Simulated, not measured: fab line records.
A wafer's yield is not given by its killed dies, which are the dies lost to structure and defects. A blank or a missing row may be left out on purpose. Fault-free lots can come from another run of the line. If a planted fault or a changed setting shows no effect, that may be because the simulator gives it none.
Matching of chambers	flow sky130	SKY_POLY_GATE_ETCH_17 on rie-si-02 has 4 sister chambers
The step etches poly-Si in HBr/Cl2, stops on SiO2, target depth 180 nm, time 70.5 s. 16 wafers are shown with their chamber, then 8 later ones without.

WAFERS PAIRED WITH THEIR CHAMBERS
wafer	chamber	drypump-motor-current-A (A)	oes-product-au (a.u.)	throttle-valve-pct (%)
L867.1	3	5.1	0.989	33.679
L867.5	3	5.1	0.987	33.696
L867.6	0	5.4	0.997	33.657
L870.1	2	6.0	0.984	33.668
L870.4	0	5.5	0.994	33.686
L870.6	3	5.1	0.987	33.685
L872.1	1	5.1	1.001	33.682
L872.3	2	6.0	0.991	33.680
L872.6	0	5.4	1.000	33.700
L875.1	2	6.0	0.980	33.690
L875.5	2	6.0	0.982	33.675
L875.6	1	5.1	0.984	33.688
L876.1	2	6.0	0.986	33.682
L876.2	3	5.1	0.989	33.708
L876.6	1	5.1	0.993	33.683
L878.1	0	5.4	0.985	33.693

SIGNATURES (means of the wafers above)
reading	chamber 0	chamber 1	chamber 2	chamber 3	scatter within a chamber
drypump-motor-current-A	5.425	5.100	6.000	5.100	0.025
oes-product-au	0.99400	0.99267	0.98460	0.98800	0.00537
throttle-valve-pct	33.68400	33.68433	33.67900	33.69200	0.0124
Rule: for a wafer and a chamber, the distance is found by dividing, reading by reading, the gap between the wafer's reading and the chamber's mean by the reading's scatter, squaring, summing and taking the root. If the next closest chamber is less than 2 further off than the closest, the wafer can't be placed; otherwise it belongs to the closest. How the scatter is found: for the shown wafers, subtract from each reading the mean of its chamber, square and add these, divide the total by (wafers less chambers), then take the root.

WAFERS WITH NO CHAMBER GIVEN
wafer	drypump-motor-current-A (A)	oes-product-au (a.u.)	throttle-valve-pct (%)
L878.2	5.1	0.980	33.665
L878.6	5.1	0.997	33.667
L879.2	5.4	0.998	33.679
L879.5	5.4	0.993	33.689
L879.6	5.1	0.983	33.688
L882.2	5.1	0.990	33.680
L882.4	6.0	0.993	33.668
L882.6	5.1	0.982	33.696

THE CHAMBER EACH PASSED THROUGH
wafer	from the rows above	in truth
L878.2	can't be placed: 3 or 1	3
L878.6	can't be placed: 1 or 3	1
L879.2	0	0
L879.5	0	0
L879.6	can't be placed: 3 or 1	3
L882.2	can't be placed: 1 or 3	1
L882.4	2	2
L882.6	can't be placed: 3 or 1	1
Correct placement for 3 of the 8. Cannot be placed on the basis of these rows: 5; the candidates contain the true chamber in 5. Wrongly placed: 0.
